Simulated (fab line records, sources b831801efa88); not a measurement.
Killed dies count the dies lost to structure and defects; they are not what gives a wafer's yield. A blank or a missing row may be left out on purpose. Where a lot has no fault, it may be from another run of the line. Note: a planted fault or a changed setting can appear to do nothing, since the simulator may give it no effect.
A lot that was struck, set against a sound lot / flow sfq_line / 42 out of 325 route steps
Sound: the wafers L826.2, L826.4, L826.6. Struck: wafers L834.1, L834.2 (left out: L834.5, a lot-mate that was not struck); the cause follows at the end.
Per side, at each step with rows, come the tool, then ch with its chambers, and then its first start. Under that, the readings that differ: sound wafers / struck wafers / difference of the means / sigmas: that difference in standard deviations of wafers without a fault.
alike: readings with means less than 2 such deviations apart, plus words and numbers identical on both sides. not compared: withheld readings, readings lacking a value on some wafer, bounds such as >300 that could conceal the same value, and numbers that have no deviation in the record and whose values overlap.
The two part at a step that has a row with sigmas, a row that says differs or no value, or rows on one side only. When numbers do not overlap yet have no deviation, they are printed without sigmas and do not part them. A reading missing from all wafers of one side parts the sides only when that side holds two or more wafers.

first, 6 steps without rows for these wafers: SFQ_TRILAYER_I1_VIA_LITHO_COAT_054 (resist thk 62 nm); SFQ_TRILAYER_I1_VIA_LITHO_COAT_049 (resist thk 650 nm); SFQ_TRILAYER_I1_VIA_LITHO_SOFTBAKE_053; SFQ_TRILAYER_I1_VIA_LITHO_EXPOSE_050 (exposes mask I1, target cd 500 nm); SFQ_TRILAYER_I1_VIA_LITHO_PEB_052 (peb time 60 s); SFQ_TRILAYER_I1_VIA_LITHO_DEVELOP_051 (time 60 s).
SFQ_I1_OVL_MEAS_913:
  sound on overlay-02, day 26 07:55; struck on overlay-02, day 34 10:17
  alike: I1_OVL
then, 1 step without rows for these wafers: SFQ_TRILAYER_I1_VIA_BARC_OPEN_VIA_ETCH_071 (etches BARC in O2, target depth 125 nm, time 41.7 s).
SFQ_TRILAYER_I1_VIA_ETCH_VIA_ETCH_052: etches SiO2 in CHF3, stops on Nb, target depth 260 nm.
  sound on rie_diel-02 ch 0,2, day 26 07:59; struck on rie_diel-01 ch 0,3, day 34 10:22
  alike: drypump_motor_current_A, oes_product_au
then, 3 steps without rows for these wafers: SFQ_TRILAYER_I1_VIA_STRIP_STRIP_053 (strips in O2); SFQ_TRILAYER_I1_VIA_STRIP_SOLV_CLEAN_054 (cleans in NMP, time 600 s); SFQ_TRILAYER_M2_DEP_PRE_CLEAN_056 (time 22.5 s).
SFQ_TRILAYER_M2_DEP_SPUTTER_055: material Nb, target thk 200 nm, time 133.3 s.
  sound on pvd_sputter-04, day 26 08:53; struck on pvd_sputter-04, day 34 11:16
reading=model.Nb_of_TRILAYER_M2_DEP_SPUTTER_055.thk_nm (nm); sound=196.9 198 196.8; struck=139.3 139.1; difference=-58.0; sigmas=
  alike: substrate_temp_c, throttle_valve_pct
SFQ_M2_RS_MEAS_914: uses a four-point probe to measure.
  sound on film_metro-03, day 26 09:01; struck on film_metro-03, day 34 11:22
reading=M2_NB_RS (ohm/sq); sound=0.905 0.900 0.903; struck=1.285 1.287; difference=+0.383; sigmas=+38
then, 6 steps without rows for these wafers: SFQ_TRILAYER_M2_LITHO_COAT_062 (resist thk 62 nm); SFQ_TRILAYER_M2_LITHO_COAT_057 (resist thk 600 nm); SFQ_TRILAYER_M2_LITHO_SOFTBAKE_061; SFQ_TRILAYER_M2_LITHO_EXPOSE_058 (exposes mask M2, target cd 500 nm); SFQ_TRILAYER_M2_LITHO_PEB_060 (peb time 60 s); SFQ_TRILAYER_M2_LITHO_DEVELOP_059 (time 60 s).
SFQ_M2_OVL_MEAS_916:
  sound on overlay-02, day 32 10:17; struck on overlay-02, day 34 15:05
  alike: M2_OVL
SFQ_TRILAYER_M2_BARC_OPEN_METAL_ETCH_077: etches BARC in O2, target depth 125 nm, time 41.7 s.
  sound on rie_metal-01 ch 0,1, day 32 10:19; struck on rie_metal-04 ch 0,1, day 34 15:07
  alike: drypump_motor_current_A, oes_product_au
  not compared: rf_hours_counter_h
SFQ_TRILAYER_M2_ETCH_METAL_ETCH_060: etches Nb in Cl2/Ar, stops on SiO2, target depth 240 nm, time 120 s.
  sound on rie_metal-01 ch 0,1, day 32 10:23; struck on rie_metal-04 ch 0,1, day 34 15:11
reading=oes_product_au (a.u.); sound=0.893 0.892 0.883; struck=0.736 0.740; difference=-0.151; sigmas=-19
  alike: drypump_motor_current_A
  not compared: rf_hours_counter_h
then, 2 steps without rows for these wafers: SFQ_TRILAYER_M2_STRIP_STRIP_061 (strips in O2); SFQ_TRILAYER_M2_STRIP_SOLV_CLEAN_062 (cleans in NMP, time 600 s).
SFQ_TRILAYER_I2_DEP_PECVD_063: deposits SiO2 from SiH4/N2O, time 111.11 s, target thk 500 nm.
  sound on pecvd-01 ch 0,1, day 32 11:17; struck on pecvd-03 ch 0,1, day 34 16:05
reading=throttle_valve_pct (%); sound=26.0 26.3 25.4; struck=23.1 23.7; difference=-2.5; sigmas=-2
  alike: chamber_pressure_Torr, heater_power_w
then, 1 step without rows for these wafers: SFQ_TRILAYER_I2_CMP_CMP_064 (polishes SiO2).
SFQ_I2_BOW_MEAS_917:
  sound on film_metro-04, day 32 16:22; struck on film_metro-01, day 34 19:46
  alike: I2_BOW
SFQ_TRILAYER_I2_METRO_MEASURE_065:
  sound on film_metro-04, day 32 16:40; struck on film_metro-01, day 34 19:53
  alike: thk_nm
then, 6 steps without rows for these wafers: SFQ_TRILAYER_I2_VIA_LITHO_COAT_072 (resist thk 62 nm); SFQ_TRILAYER_I2_VIA_LITHO_COAT_067 (resist thk 650 nm); SFQ_TRILAYER_I2_VIA_LITHO_SOFTBAKE_071; SFQ_TRILAYER_I2_VIA_LITHO_EXPOSE_068 (exposes mask I2, target cd 500 nm); SFQ_TRILAYER_I2_VIA_LITHO_PEB_070 (peb time 60 s); SFQ_TRILAYER_I2_VIA_LITHO_DEVELOP_069 (time 60 s).
-- the record jumps here: 6 days lie between the struck wafers' starts before and after --
SFQ_I2_OVL_MEAS_918:
  sound on overlay-01, day 39 01:05; struck on overlay-02, day 41 00:19
reading=I2_OVL (nm); sound=14 7 6; struck=-1 -4; difference=-12; sigmas=-2
SFQ_TRILAYER_I2_VIA_BARC_OPEN_VIA_ETCH_096: etches BARC in O2, target depth 125 nm, time 41.7 s.
  sound on rie_diel-04 ch 0,2, day 39 01:07; struck on rie_diel-01 ch 1,2, day 41 00:20
  alike: drypump_motor_current_A, oes_product_au
  not compared: rf_hours_counter_h
then, 4 steps without rows for these wafers: SFQ_TRILAYER_I2_VIA_ETCH_VIA_ETCH_070 (etches SiO2 in CHF3, stops on Nb, target depth 260 nm); SFQ_TRILAYER_I2_VIA_STRIP_STRIP_071 (strips in O2); SFQ_TRILAYER_I2_VIA_STRIP_SOLV_CLEAN_072 (cleans in NMP, time 600 s); SFQ_TRILAYER_M3_DEP_PRE_CLEAN_074 (time 22.5 s).
-- the record jumps here: 44 days lie between the struck wafers' starts before and after --
SFQ_M8_BOW_MEAS_951:
  sound on film_metro-02, day 84 02:06; struck on film_metro-02, day 85 07:16
reading=model.etest.m2.ohm_um; sound=1.805 1.794 1.81; struck=2.552 2.557; difference=+0.752; sigmas=
reading=model.etest.i1.link_ohm; sound=1.991 1.982 2.001; struck=2.44 2.437; difference=+0.45; sigmas=
reading=model.etest.m2.ohm_sq; sound=0.9041 0.8991 0.9046; struck=1.278 1.28; difference=+0.376; sigmas=
reading=model.etest.i2.link_ohm; sound=1.992 1.994 1.991; struck=2.352 2.362; difference=+0.365; sigmas=
  alike: M8_BOW

## WHERE THEY PART
Last at SFQ_I2_OVL_MEAS_918 as far as this record goes, first at SFQ_M2_RS_MEAS_914. Later steps at which nothing parts them and some readings are alike: SFQ_TRILAYER_I2_VIA_BARC_OPEN_VIA_ETCH_096, SFQ_M8_BOW_MEAS_951.

WHY: what had been put in by the simulator
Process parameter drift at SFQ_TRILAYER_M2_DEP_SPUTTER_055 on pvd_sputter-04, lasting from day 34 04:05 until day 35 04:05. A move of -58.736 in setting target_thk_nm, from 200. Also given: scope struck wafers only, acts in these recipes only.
